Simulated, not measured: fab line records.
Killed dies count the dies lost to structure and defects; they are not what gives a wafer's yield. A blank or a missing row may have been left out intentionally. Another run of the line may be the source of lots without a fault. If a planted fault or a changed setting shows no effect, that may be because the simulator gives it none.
The tool behind it: which one? -- flow sky130 -- 36 wafers from 12 lots sampled at 6 of the route's 708 steps

## WHAT EACH GAUGE READ, for each wafer
SKY_VT_ADJUST_NCORE_CD_MEAS_07: the cd target is 380 nm.
lot,measured,on,cd-nm (nm)
L585,day 8 16:59,cd-sem-02,375.7 375.0 376.9
L586,day 9 00:54,cd-sem-01,376.6 377.8 378.1
L587,day 9 09:28,cd-sem-01,377.1 377.6 377.8
L595,day 11 18:34,cd-sem-01,376.7 380.7 379.0
L597,day 12 05:27,cd-sem-01,377.6 378.9 378.3
L598,day 12 13:52,cd-sem-01,382.8 380.1 379.9
L600,day 13 02:10,cd-sem-02,383.9 383.2 384.6
L601,day 13 09:28,cd-sem-01,381.0 381.0 380.2
L604,day 14 11:55,cd-sem-01,379.9 379.1 379.7
L605,day 14 18:03,cd-sem-01,380.0 379.3 377.7
L606,day 15 06:49,cd-sem-02,379.5 382.9 382.2
L607,day 15 09:01,cd-sem-01,379.7 377.0 376.8

SKY_VT_ADJUST_NCORE_OVL_MEAS_08.
lot,measured,on,VT_ADJUST_NCORE_OVL (nm)
L585,day 8 17:05,overlay-02,-0.6 -0.5 0.5
L586,day 9 00:59,overlay-02,1.3 1.3 2.2
L587,day 9 09:35,overlay-01,0.3 1.3 1.3
L595,day 11 18:41,overlay-01,-0.2 -1.6 -0.1
L597,day 12 05:32,overlay-01,-1.3 0.4 0.3
L598,day 12 13:59,overlay-02,0.3 -1.9 -0.2
L600,day 13 02:17,overlay-02,-1.8 -0.6 -3.9
L601,day 13 09:35,overlay-02,-1.2 -0.3 0.1
L604,day 14 12:02,overlay-02,1.2 0.0 -0.8
L605,day 14 18:08,overlay-01,-0.5 -1.2 -2.3
L606,day 15 06:54,overlay-01,0.5 -1.2 -0.4
L607,day 15 09:07,overlay-02,-1.5 0.2 -0.5

SKY_LDD_N_TW_MEAS_17.
lot,measured,on,LDD_N_TW
L585,day 17 21:16,film-metro-01,2589 2589 2590
L586,day 18 07:01,film-metro-03,2594 2585 2592
L587,day 18 22:39,film-metro-03,2576 2592 2587
L595,day 21 21:00,film-metro-03,2556 2563 2554
L597,day 22 14:01,film-metro-03,2549 2536 2549
L598,day 23 02:00,film-metro-02,2601 2620 2587
L600,day 23 13:59,film-metro-02,2593 2595 2597
L601,day 23 22:05,film-metro-02,2589 2583 2598
L604,day 25 03:35,film-metro-01,2590 2595 2595
L605,day 25 09:04,film-metro-02,2601 2590 2602
L606,day 25 20:01,film-metro-01,2585 2597 2573
L607,day 25 23:43,film-metro-01,2600 2589 2600

SKY_SD_P_OVL_MEAS_08.
lot,measured,on,SD_P_OVL (nm)
L585,day 25 12:09,overlay-02,-2.2 1.9 1.2
L586,day 25 21:14,overlay-02,-0.9 0.0 1.0
L587,day 26 11:50,overlay-01,1.8 1.2 2.5
L595,day 29 06:11,overlay-01,1.3 0.8 1.7
L597,day 29 20:59,overlay-01,1.9 1.7 -1.0
L598,day 30 10:50,overlay-02,-1.7 -0.5 -0.3
L600,day 30 22:44,overlay-01,2.2 2.5 0.0
L601,day 31 04:14,overlay-02,1.8 0.3 0.9
L604,day 32 07:08,overlay-02,1.3 2.4 0.4
L605,day 32 13:47,overlay-02,0.5 -0.7 0.6
L606,day 33 00:32,overlay-02,-0.7 -0.8 -1.2
L607,day 33 03:12,overlay-01,3.6 2.1 1.9

## WHAT TOOL EACH LOT RAN ON (gives the tool, then ch and the chambers of the sampled wafers, and finally the start)
lot,SKY_LDD_N_IMPLANT_10,SKY_LDD_N_STRIP_16
L585,"implanter-03 ch 0, day 17 20:16","plasma-asher-01 ch 0, day 17 21:09"
L586,"implanter-02 ch 0, day 18 06:03","plasma-asher-01 ch 0,1, day 18 06:56"
L587,"implanter-04 ch 0, day 18 21:39","plasma-asher-01 ch 0,1, day 18 22:33"
L595,"implanter-04 ch 0, day 21 20:00","plasma-asher-03 ch 0,1, day 21 20:54"
L597,"implanter-04 ch 0, day 22 13:03","plasma-asher-03 ch 0,1, day 22 13:56"
L598,"implanter-03 ch 0, day 23 01:00","plasma-asher-03 ch 0,1, day 23 01:54"
L600,"implanter-02 ch 0, day 23 12:59","plasma-asher-01 ch 0,1, day 23 13:53"
L601,"implanter-02 ch 0, day 23 21:05","plasma-asher-01 ch 0,1, day 23 21:59"
L604,"implanter-03 ch 0, day 25 02:35","plasma-asher-01 ch 0,1, day 25 03:29"
L605,"implanter-02 ch 0, day 25 08:06","plasma-asher-02 ch 0,1, day 25 08:59"
L606,"implanter-02 ch 0, day 25 19:03","plasma-asher-01 ch 0,1, day 25 19:56"
L607,"implanter-04 ch 0, day 25 22:43","plasma-asher-01 ch 0,1, day 25 23:36"
- SKY_LDD_N_IMPLANT_10
- SKY_LDD_N_STRIP_16: strips in O2/N2.

## WHAT THE TOOLS THEMSELVES READ (means of the sampled wafers that have a number; where no wafer has one, the mark that the record gives instead)
SKY_LDD_N_IMPLANT_10.
lot,tool,dose-ions-cm2,faraday-current-uA
L585,implanter-03,7.5e+13,426
L586,implanter-02,7.5e+13,421
L587,implanter-04,7.5e+13,420
L595,implanter-04,4.7e+13,265
L597,implanter-04,4.7e+13,268
L598,implanter-03,7.5e+13,420
L600,implanter-02,7.5e+13,420
L601,implanter-02,7.5e+13,425
L604,implanter-03,7.5e+13,415
L605,implanter-02,7.5e+13,421
L606,implanter-02,7.5e+13,421
L607,implanter-04,7.5e+13,417

SKY_LDD_N_STRIP_16.
lot,tool,drypump-motor-current-A (A),n2-flow-sccm (sccm),oes-product-au (a.u.),strip-time-to-endpoint-s (s)
L585,plasma-asher-01,5.8,301.0,0.405,4.301
L586,plasma-asher-01,5.2,300.2,0.403,4.300
L587,plasma-asher-01,5.5,300.3,0.404,4.332
L595,plasma-asher-03,6.2,299.3,0.406,4.246
L597,plasma-asher-03,6.2,299.3,0.411,4.241
L598,plasma-asher-03,6.2,299.0,0.406,4.313
L600,plasma-asher-01,5.2,301.0,0.407,4.310
L601,plasma-asher-01,5.5,299.4,0.407,4.317
L604,plasma-asher-01,5.2,300.6,0.410,4.326
L605,plasma-asher-02,5.4,300.6,0.405,4.314
L606,plasma-asher-01,5.2,299.6,0.407,4.307
L607,plasma-asher-01,5.2,300.7,0.406,4.304

## THE ANSWER, worked out from the rows above alone
Rule: the usual values come from the lots themselves. Put in order of their means at a reading, lots are off if they are a third of the lots or fewer, leave a main group of 4 or more, and stand apart from it by a gap of 3 or more times the standard deviation of the main group's means; of several such gaps the widest counts. A main group is skipped when, at the precision printed for the reading in the tables above, its means are all equal. A lot without any number at a reading at which 4 lots or more have one is off too. All remaining lots with rows at the step are treated as sound. First the gauges in route order, then the tools' own readings, where a lot's mean is used as printed above. At the first step where some lot is off, the reading lying furthest off is the one used; lots without a number count as furthest.
Off: L595, L597, at SKY_LDD_N_TW_MEAS_17 (LDD_N_TW). Mean 2592 and standard deviation 5.3 in the main group.
A tool fits if, at a process step before that reading, it ran every lot that is off, and no sound lot after the first of them. Not tried: the gauges at SKY_LDD_N_TW_MEAS_17; whatever is off there is also off at SKY_LDD_N_IMPLANT_10, on other tools, and gauge error can't account for it. None of those tried fits.

## WHAT THE SIMULATOR HAD INSERTED
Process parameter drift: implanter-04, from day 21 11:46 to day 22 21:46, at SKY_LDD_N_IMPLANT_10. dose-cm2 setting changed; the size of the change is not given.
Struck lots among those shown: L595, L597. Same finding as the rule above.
